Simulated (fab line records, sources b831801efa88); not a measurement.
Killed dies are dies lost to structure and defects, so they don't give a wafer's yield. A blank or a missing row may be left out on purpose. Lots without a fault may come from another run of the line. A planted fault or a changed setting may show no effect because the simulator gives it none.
A struck lot beside a sound one | flow sky130 | 45 steps out of a route of 708
Sound: wafers L913.2, L913.4, L913.5. Struck: wafers L921.2, L921.5, L921.6. The cause comes at the end.
At each step with rows: each side's tool, then ch and its chambers, then its first start. Under that, the readings that differ: sound wafers | struck wafers | difference of the means | sigmas: that difference in standard deviations of wafers without a fault.
alike: readings whose means differ by less than 2 such deviations, and words and numbers that are the same on both sides. not compared: withheld readings, readings that some wafer has no value for, bounds like >300 that may hide the same value, and numbers for which the record gives no deviation and whose values overlap.
The two part at a step that has a row with sigmas, a row that says differs or no value, or rows on one side only. Numbers that don't overlap but have no deviation are shown without sigmas and don't part them. A reading that every wafer of one side lacks parts them only if that side has two wafers or more.

first, 2 steps without rows for these wafers: SKY_DNWELL_DEVELOP_06 (develop time 60 s); SKY_DNWELL_IMPLANT_07.
SKY_DNWELL_STRIP_08: strips in O2/N2.
  sound on plasma_asher-04 ch 0,1, day 4 19:05; struck on plasma_asher-02 ch 0,1, day 6 17:04
  alike: drypump_motor_current_A, oes_product_au, strip_time_to_endpoint_s
  not compared: rf_hours_counter_h
SKY_DNWELL_TW_MEAS_09:
  sound on film_metro-03, day 4 19:11; struck on film_metro-03, day 6 17:11
  alike: DNWELL_TW
then, 7 steps without rows for these wafers: SKY_PWDE_DEHYDRATE_00 (time 60 s); SKY_PWDE_HMDS_01 (prime time 60 s); SKY_PWDE_COAT_02 (resist thk 3022 nm); SKY_PWDE_SOFTBAKE_03; SKY_PWDE_EXPOSE_04 (exposes mask PWDEM, target cd 840 nm); SKY_PWDE_PEB_05; SKY_PWDE_DEVELOP_06 (develop time 60 s).
SKY_PWDE_OVL_MEAS_07:
  sound on overlay-01, day 5 13:14; struck on overlay-01, day 7 12:55
  alike: PWDE_OVL
SKY_PWDE_IMPLANT_08:
  sound on implanter-04 ch 0, day 5 13:17; struck on implanter-04 ch 0, day 7 12:59
  reading                   | sound                | struck               | difference | sigmas
  beam_energy_keV           | 150.01 149.95 149.93 | 122.97 122.93 122.94 | -27.02     | -99 or more
  model.implant.rp_nm (nm)  | 432.4 432.4 432.4    | 378.2 378.2 378.2    | -54.2      |
  model.implant.drp_nm (nm) | 97.97 97.97 97.97    | 90.89 90.89 90.89    | -7.08      |
  alike: dose_ions_cm2, end_station_pressure_torr
SKY_PWDE_STRIP_09: strips in O2/N2.
  sound on plasma_asher-04 ch 0,1, day 5 13:25; struck on plasma_asher-04 ch 0,1, day 7 13:06
  alike: drypump_motor_current_A, oes_product_au, strip_time_to_endpoint_s
  not compared: rf_hours_counter_h
SKY_PWDE_TW_MEAS_10:
  sound on film_metro-03, day 5 13:31; struck on film_metro-04, day 7 13:13
  reading | sound             | struck            | difference | sigmas
  PWDE_TW | 375.0 375.7 375.9 | 366.8 368.2 366.7 | -8.3       | -3
then, 7 steps without rows for these wafers: SKY_NWELL_DEHYDRATE_03 (time 60 s); SKY_NWELL_HMDS_04 (prime time 60 s); SKY_NWELL_COAT_05 (resist thk 3000 nm); SKY_NWELL_SOFTBAKE_06; SKY_NWELL_EXPOSE_07 (exposes mask NWM, target cd 840 nm); SKY_NWELL_PEB_08; SKY_NWELL_DEVELOP_09 (develop time 60 s).
SKY_NWELL_OVL_MEAS_10:
  sound on overlay-01, day 6 07:16; struck on overlay-01, day 8 08:56
  alike: NWELL_00_OVL
then, 3 steps without rows for these wafers: SKY_NWELL_IMPLANT_11; SKY_NWELL_IMPLANT_12; SKY_NWELL_IMPLANT_13.
SKY_NWELL_STRIP_14: strips in O2/N2.
  sound on plasma_asher-04 ch 0,1, day 6 08:12; struck on plasma_asher-03 ch 0,1, day 8 09:25
  reading                      | sound             | struck            | difference | sigmas
  strip_time_to_endpoint_s (s) | 37.13 36.93 37.05 | 36.84 36.65 36.87 | -0.25      | -2
  alike: drypump_motor_current_A, oes_product_au
  not compared: rf_hours_counter_h
SKY_NWELL_TW_MEAS_15:
  sound on film_metro-04, day 6 08:19; struck on film_metro-01, day 8 09:31
  reading  | sound          | struck         | difference | sigmas
  NWELL_TW | 1804 1794 1809 | 1837 1843 1840 | +38        | +3
then, 7 steps without rows for these wafers: SKY_NWELL_DEHYDRATE_16 (time 60 s); SKY_NWELL_HMDS_17 (prime time 60 s); SKY_NWELL_COAT_18 (resist thk 3000 nm); SKY_NWELL_SOFTBAKE_19; SKY_NWELL_EXPOSE_20 (exposes mask NWM COMPLEMENT, target cd 840 nm); SKY_NWELL_PEB_21; SKY_NWELL_DEVELOP_22 (develop time 60 s).
SKY_NWELL_OVL_MEAS_23:
  sound on overlay-01, day 7 03:37; struck on overlay-01, day 9 05:58
  alike: NWELL_01_OVL
then, 1 step without rows for these wafers: SKY_NWELL_IMPLANT_24.
SKY_NWELL_STRIP_25: strips in O2/N2.
  sound on plasma_asher-03 ch 0, day 7 03:53; struck on plasma_asher-04 ch 0,1, day 9 06:09
  alike: drypump_motor_current_A, oes_product_au, strip_time_to_endpoint_s
  not compared: rf_hours_counter_h
SKY_NWELL_TW_MEAS_26:
  sound on film_metro-01, day 7 03:59; struck on film_metro-04, day 9 06:16
  alike: NWELL_2_TW
then, 1 step without rows for these wafers: SKY_NWELL_CLEAN_27 (cleans in SC1/SC2, time 150 s).
SKY_NWELL_RTA_28: time 30 s.
  sound on rtp_anneal-01 ch 0, day 7 04:07; struck on rtp_anneal-01 ch 0, day 9 06:26
  alike: lamp_power_pct, wafer_temp_C_max
SKY_NWELL_RS_MEAS_29: measures by four-point-probe.
  sound on film_metro-03, day 7 04:13; struck on film_metro-04, day 9 06:32
  alike: NWELL_RS
SKY_NWELL_RS_MEAS_31: measures by four-point-probe.
  sound on film_metro-03, day 7 04:27; struck on film_metro-04, day 9 07:04
  reading          | sound          | struck         | difference | sigmas
  PWDE_RS (ohm/sq) | 5263 5284 5272 | 5372 5378 5371 | +101       | +6
  not compared: hold
SKY_VT_ADJUST_HVTP_DEHYDRATE_00: time 60 s.
  sound on litho_track-04 ch 0, day 7 13:51; struck on litho_track-01 ch 0, day 9 17:01
  reading | sound | struck                                                                     | difference                   | sigmas
  hold    | - - - | await_dispo/2.0h/release await_dispo/2.0h/release await_dispo/2.0h/release | no value on the sound wafers |
-- the record jumps here: 40 days lie between the struck wafers' starts before and after (it left off in module VT_ADJUST_HVTP and takes up again in module PAD_OPEN, whose first step shown is number 708 of the route) --
SKY_PAD_OPEN_PROBE_99:
  sound on prober-01, day 47 18:13; struck on prober-01, day 49 11:26
  reading                                 | sound                         | struck                        | difference | sigmas
  model.etest.res_p_drift_20v.line_ohm_um | 1.018e+04 1.181e+04 1.125e+04 | 2.327e+04 2.439e+04 1.846e+04 | +1.096e+04 |
  model.etest.res_p_drift_20v.rs_ohm_sq   | 8541 9866 9290                | 1.933e+04 2.02e+04 1.53e+04   | +9.044e+03 |
  alike: killed_at_M0_to_M3, killed_at_M4_up, killed_at_contacts, killed_at_front_end, killed_at_other, killed_dies, killed_open, killed_short

WHERE THEY PART
First at SKY_PWDE_IMPLANT_08; last, within this record, at SKY_VT_ADJUST_HVTP_DEHYDRATE_00. Later steps at which nothing parts them and some readings are alike: SKY_PAD_OPEN_PROBE_99.

WHY: what the simulator had put in
Process parameter drift: implanter-04, from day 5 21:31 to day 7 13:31, at SKY_PWDE_IMPLANT_08. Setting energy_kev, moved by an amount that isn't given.
